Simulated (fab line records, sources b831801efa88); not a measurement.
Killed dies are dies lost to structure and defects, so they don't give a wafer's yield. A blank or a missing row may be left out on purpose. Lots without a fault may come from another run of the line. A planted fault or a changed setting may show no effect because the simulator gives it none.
fab line records | flow gf180mcu
record lots=13 wafers=39 last_day=34
route steps=602 shown VT_IMPLANT@119 HV_LDD@178 SAB@273 SALICIDE@280
lots that met no fault: from a run of the same line without faults
start_h: hours from the record's first day to the start of the lot's first wafer shown | wait_h: hours since the lot's step before | " the same as in the row above | L1.1+2: a row that stands for several wafers | - no value, or no start given | * or withheld: withheld | < > ~ a bound
route shown NAME@n: a module of which the file shows steps, and the number in the route of the first | usual: mean/standard deviation of fault-free wafers | same: alike in all rows | chamber/n: place in a boat | sites: the reading at each site | _std_site: their standard deviation | _edge_site: outer sites' mean less inner sites' | radius_mm: how far each site lies from the wafer's centre | mask NAME#n: copy n | behind: the tool/chamber that last shaped the wafer | hold: why the lot was held/for how many hours/how that ended | device: the transistor (n, p or np) that didn't switch | end of line: the same wafers' tests at the end of the route | a step without rows: its recipe alone | killed: dies lost to structure and defects at the first sort, not the wafer's yield | map: a wafer's dies, x killed, . not, _ none there
set.NAME: the setting as run; set.NAME@STEP: as run at that earlier step | model.NAME: the simulator's own value behind a step, which no gauge read
steps of the route over a sample of lots; a table a step, a row a wafer
services: from which hour (start_h, from the record's first day; less than 0 if before it) a tool's chamber was out of use, for how many hours, and why
## steps
# step GF_VT_IMPLANT_OVL_MEAS_29
# usual VT_IMPLANT_02_OVL=-0.1/1.3
# columns lot.wafer tool chamber start_h wait_h VT_IMPLANT_02_OVL[nm]
L145.3 overlay-01 - 136.87 0.1 1.1
L145.4 " - " " -0.8
L145.6 " - " " 2.2
L146.3 overlay-02 - 149.07 0.1 1.1
L146.4 " - " " -0.1
L146.5 " - " " -1.6
L147.1 overlay-02 - 152.51 0.1 -1.3
L147.3 " - " " -1.0
L147.4 " - " " -0.9
L149.2 overlay-01 - 173.29 0.1 -0.8
L149.3 " - " " -0.8
L149.4 " - " " 0.5
L151.1 overlay-01 - 186.33 0.1 -2.5
L151.2 " - " " -3.5
L151.3 " - " " -2.2
L152.3 overlay-02 - 194.74 0.1 0.3
L152.4 " - " " 1.1
L152.6 " - " " -0.2
L153.1 overlay-02 - 195.61 0.1 -0.1
L153.2 " - " " 0.5
L153.3 " - " " 0.3
L155.4 overlay-01 - 204.98 0.1 -1.0
L155.5 " - " " -0.8
L155.6 " - " " -1.1
L156.1 overlay-01 - 217.83 0.1 2.2
L156.4 " - " " 2.0
L156.6 " - " " 1.9
L162.4 overlay-01 - 251.12 0.1 -1.1
L162.5 " - " " -0.7
L162.6 " - " " -0.7
L165.3 overlay-01 - 271.82 0.1 0.4
L165.4 " - " " 1.4
L165.5 " - " " -0.4
L167.2 overlay-01 - 285.91 0.1 -0.3
L167.3 " - " " -0.3
L167.4 " - " " -0.8
L168.1 overlay-01 - 292.31 0.1 -2.2
L168.2 " - " " -2.8
L168.6 " - " " -1.7
# step GF_HV_LDD_COAT_02
# recipe resist=NOVOLAK spin_rpm=3000 resist_thk_nm=1000
# usual chill_plate_temp_C=23.00/0.11
# columns lot.wafer tool chamber start_h wait_h chill_plate_temp_C
L145.3 litho_track-04 0 202.61 0.1 23.01
L145.4 " 0 " " 22.84
L145.6 " 0 " " 22.96
L146.3 litho_track-02 0 215.23 0.1 22.87
L146.4 " 0 " " 23.01
L146.5 " 0 " " 22.92
L147.1 litho_track-03 0 220.06 0.1 22.93
L147.3 " 0 " " 22.99
L147.4 " 0 " " 22.89
L149.2 litho_track-02 0 242.60 0.1 22.85
L149.3 " 0 " " 23.03
L149.4 " 0 " " 22.88
L151.1 litho_track-03 0 259.56 0.1 22.97
L151.2 " 0 " " 22.94
L151.3 " 0 " " 22.98
L152.3 litho_track-02 0 266.33 0.1 22.83
L152.4 " 0 " " 23.03
L152.6 " 0 " " 23.02
L153.1 litho_track-02 0 268.73 0.1 22.85
L153.2 " 0 " " 22.95
L153.3 " 0 " " 22.79
L155.4 litho_track-02 0 279.45 0.1 23.11
L155.5 " 0 " " 23.09
L155.6 " 0 " " 23.18
L156.1 litho_track-04 0 291.61 0.1 22.91
L156.4 " 0 " " 23.08
L156.6 " 0 " " 23.01
L162.4 litho_track-03 0 332.63 0.1 23.07
L162.5 " 0 " " 23.08
L162.6 " 0 " " 23.06
L165.3 litho_track-04 0 353.21 0.1 22.97
L165.4 " 0 " " 22.91
L165.5 " 0 " " 23.03
L167.2 litho_track-04 0 364.58 0.1 23.01
L167.3 " 0 " " 23.08
L167.4 " 0 " " 23.10
L168.1 litho_track-02 0 374.13 0.1 22.99
L168.2 " 0 " " 23.01
L168.6 " 0 " " 23.00
# step GF_HV_LDD_STRIP_10
# recipe chemistry=O2/N2 power_w=1400 pressure_mtorr=1500 platen_temp_c=250 o2_flow_sccm=3000 n2_flow_sccm=300 overash_fraction=0.5
# usual drypump_motor_current_A=5.6/0.36 heater_power_w=329/21 oes_product_au=0.716/0.0047 strip_time_to_endpoint_s=12.623/0.029
# columns lot.wafer tool chamber start_h wait_h drypump_motor_current_A heater_power_w oes_product_au rf_hours_counter_h strip_time_to_endpoint_s
L145.3 plasma_asher-02 0 211.65 0.1 5.5 308 0.714 - 12.628
L145.4 " 1 " " 5.9 362 0.714 - 12.597
L145.6 " 1 " " 6.0 361 0.715 - 12.603
L146.3 plasma_asher-04 0 224.47 0.1 5.0 331 0.715 - 12.599
L146.4 " 1 " " 5.4 339 0.709 - 12.614
L146.5 " 0 " " 5.0 331 0.721 - 12.620
L147.1 plasma_asher-01 0 229.47 0.1 5.3 352 0.715 58 12.618
L147.3 " 1 " " 6.1 307 0.718 - 12.639
L147.4 " 0 " " 5.3 353 0.714 - 12.669
L149.2 plasma_asher-02 0 252.68 0.1 5.5 308 0.724 13 12.590
L149.3 " 0 " " 5.5 309 0.717 - 12.644
L149.4 " 1 " " 6.0 345 0.714 - 12.602
L151.1 plasma_asher-01 1 269.16 0.1 6.1 300 0.723 62 12.669
L151.2 " 0 " " 5.3 346 0.710 62 12.681
L151.3 " 1 " " 6.1 301 0.718 - 12.651
L152.3 plasma_asher-02 0 276.20 0.1 5.5 297 0.720 - 12.626
L152.4 " 1 " " 6.0 349 0.723 - 12.690
L152.6 " 0 " " 5.5 316 0.713 - 12.660
L153.1 plasma_asher-02 0 279.21 0.1 5.6 318 0.715 16 12.661
L153.2 " 1 " " 6.0 347 0.724 16 12.640
L153.3 " 1 " " 6.0 345 0.718 - 12.658
L155.4 plasma_asher-02 1 289.45 0.1 6.0 355 0.709 - 12.097
L155.5 " 1 " " 6.0 348 0.720 - 12.621
L155.6 " 0 " " 5.6 316 0.707 - 12.604
L156.1 plasma_asher-01 1 301.73 0.1 6.1 310 0.714 65 12.670
L156.4 " 1 " " 6.1 302 0.709 - 12.666
L156.6 " 0 " " 5.3 347 0.723 - 12.671
L162.4 plasma_asher-02 0 343.33 0.1 5.5 311 0.715 - 12.616
L162.5 " 1 " " 6.0 353 0.717 - 12.579
L162.6 " 0 " " 5.5 316 0.727 - 12.632
L165.3 plasma_asher-01 0 364.80 0.1 5.3 346 0.716 - 12.634
L165.4 " 1 " " 6.1 304 0.709 - 12.568
L165.5 " 1 " " 6.1 294 0.714 - 12.608
L167.2 plasma_asher-04 0 376.71 0.1 4.9 328 0.721 58 12.647
L167.3 " 0 " " 5.0 329 0.713 - 12.649
L167.4 " 1 " " 5.4 348 0.715 - 12.649
L168.1 plasma_asher-02 1 385.57 0.1 6.0 359 0.725 27 12.635
L168.2 " 0 " " 5.6 323 0.722 27 12.578
L168.6 " 0 " " 5.6 303 0.713 - 12.642
# step GF_SAB_CD_MEAS_09
# recipe target_cd_nm=420
# usual cd_nm=420.1/2.3
# columns lot.wafer tool chamber start_h wait_h cd_nm
L145.3 cd_sem-02 - 332.30 0.1 422.8
L145.4 " - " " 421.8
L145.6 " - " " 420.6
L146.3 cd_sem-02 - 349.40 0.1 417.1
L146.4 " - " " 418.2
L146.5 " - " " 419.3
L147.1 cd_sem-02 - 354.01 0.1 419.2
L147.3 " - " " 418.5
L147.4 " - " " 420.8
L149.2 cd_sem-02 - 380.82 0.1 421.2
L149.3 " - " " 420.0
L149.4 " - " " 422.0
L151.1 cd_sem-01 - 402.30 0.1 417.4
L151.2 " - " " 416.5
L151.3 " - " " 416.9
L152.3 cd_sem-02 - 408.90 0.1 423.3
L152.4 " - " " 424.1
L152.6 " - " " 425.1
L153.1 cd_sem-02 - 411.71 0.1 423.7
L153.2 " - " " 421.0
L153.3 " - " " 419.7
L155.4 cd_sem-01 - 426.16 0.1 419.2
L155.5 " - " " 418.5
L155.6 " - " " 417.7
L156.1 cd_sem-01 - 441.05 0.1 419.5
L156.4 " - " " 420.7
L156.6 " - " " 419.3
L162.4 cd_sem-01 - 489.61 0.1 417.1
L162.5 " - " " 417.6
L162.6 " - " " 418.8
L165.3 cd_sem-01 - 511.99 0.1 422.7
L165.4 " - " " 421.0
L165.5 " - " " 420.2
L167.2 cd_sem-01 - 523.32 0.1 419.7
L167.3 " - " " 419.3
L167.4 " - " " 420.5
L168.1 cd_sem-02 - 532.30 0.1 422.0
L168.2 " - " " 422.4
L168.6 " - " " 421.7
# step GF_SALICIDE_SPUTTER_02
# recipe material=Co target_thk_nm=10 power_w=1000 time_s=20 chamber_pressure_pa=0.4
# usual cathode_dc_power_W=1000.0/0.18 throttle_valve_pct=30.0/0.86
# columns lot.wafer tool chamber start_h wait_h cathode_dc_power_W throttle_valve_pct
L145.3 pvd_sputter-04 - 332.75 0.0 1000.2 31.8
L145.4 " - " " 999.79 30.9
L145.6 " - " " 999.71 31.7
L146.3 pvd_sputter-02 - 349.86 0.0 1000.1 29.4
L146.4 " - " " 999.87 29.1
L146.5 " - " " 1000.2 29.6
L147.1 pvd_sputter-03 - 354.53 0.0 1000.0 29.7
L147.3 " - " " 999.85 30.6
L147.4 " - " " 1000.2 29.0
L149.2 pvd_sputter-03 - 381.31 0.0 1000.2 30.7
L149.3 " - " " 1000.0 29.3
L149.4 " - " " 1000.2 28.7
L151.1 pvd_sputter-02 - 402.82 0.0 1000.1 29.6
L151.2 " - " " 999.99 29.0
L151.3 " - " " 1000.1 29.4
L152.3 pvd_sputter-03 - 409.38 0.0 999.77 29.6
L152.4 " - " " 1000.0 30.5
L152.6 " - " " 999.97 28.9
L153.1 pvd_sputter-02 - 412.21 0.0 1000.2 29.7
L153.2 " - " " 1000.1 31.0
L153.3 " - " " 999.85 29.3
L155.4 pvd_sputter-04 - 426.62 0.0 999.70 29.6
L155.5 " - " " 999.78 29.5
L155.6 " - " " 999.90 29.4
L156.1 pvd_sputter-03 - 441.56 0.0 1000.00 30.8
L156.4 " - " " 999.77 30.7
L156.6 " - " " 1000.2 30.8
L162.4 pvd_sputter-02 - 490.06 0.0 999.80 29.6
L162.5 " - " " 1000.0 29.8
L162.6 " - " " 999.98 28.9
L165.3 pvd_sputter-03 - 512.47 0.0 1000.1 30.6
L165.4 " - " " 999.61 29.6
L165.5 " - " " 1000.3 29.6
L167.2 pvd_sputter-02 - 523.86 0.0 999.47 29.2
L167.3 " - " " 1000.1 31.0
L167.4 " - " " 1000.0 29.5
L168.1 pvd_sputter-03 - 532.82 0.0 1000.0 29.7
L168.2 " - " " 1000.1 30.7
L168.6 " - " " 1000.1 29.7
## services
# columns tool chamber start_h hours kind
pvd_sputter-04 - 180.78 1.8 repair
pvd_sputter-03 - 182.28 4.8 repair
plasma_asher-01 - 202.75 2.8 pm
plasma_asher-02 - 222.65 13.7 repair
plasma_asher-04 - 261.09 0.8 repair
plasma_asher-02 - 321.26 2.6 repair
plasma_asher-02 - 322.01 1.4 repair
pvd_sputter-04 - 345.77 2.6 repair
pvd_sputter-03 1 350.89 - consumable_replace:kit
pvd_sputter-03 1 350.89 18.0 scheduled_down
pvd_sputter-03 1 350.89 18.0 vent_cycle
plasma_asher-04 - 367.09 5.4 repair
pvd_sputter-03 - 367.86 0.7 repair
pvd_sputter-03 - 388.63 5.8 repair
plasma_asher-04 - 406.97 2.8 pm
plasma_asher-01 - 421.25 9.0 pm
pvd_sputter-03 - 426.83 0.5 repair
pvd_sputter-04 - 431.09 1.8 repair
plasma_asher-04 - 437.62 4.6 repair
plasma_asher-01 - 480.20 14.6 pm
pvd_sputter-02 - 497.27 4.7 repair
plasma_asher-01 - 499.75 2.3 repair
pvd_sputter-03 0 522.52 - consumable_replace:kit
pvd_sputter-03 - 524.32 4.7 repair
## key
first_sign step=GF_HV_LDD_STRIP_10 reading=strip_time_to_endpoint_s direction=down sigmas=18 usual=* struck=*
effect none on later readings
met_at GF_HV_LDD_COAT_02
struck_lots L155
struck_wafers L155.4
tester_left_out L155
not_acting_at GF_VT_IMPLANT_OVL_MEAS_29,GF_SAB_CD_MEAS_09,GF_SALICIDE_SPUTTER_02
onset_between 268.73 279.45
fault kind=process_parameter_drift tool=litho_track-02 chamber=- onset_h=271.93 steps=GF_HV_LDD_COAT_02 channel=resist_thk_nm offset=* shape=step end_h=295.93 scope=struck_wafers_only acts_in=* stated=*
# tester_left_out: of these lots the tester's yield and bins aren't shown, on N5 and GAA mostly nor the transistor test; their killed dies are dies lost to structure and defects alone, not to doping, threshold or leakage, so they don't give the yield
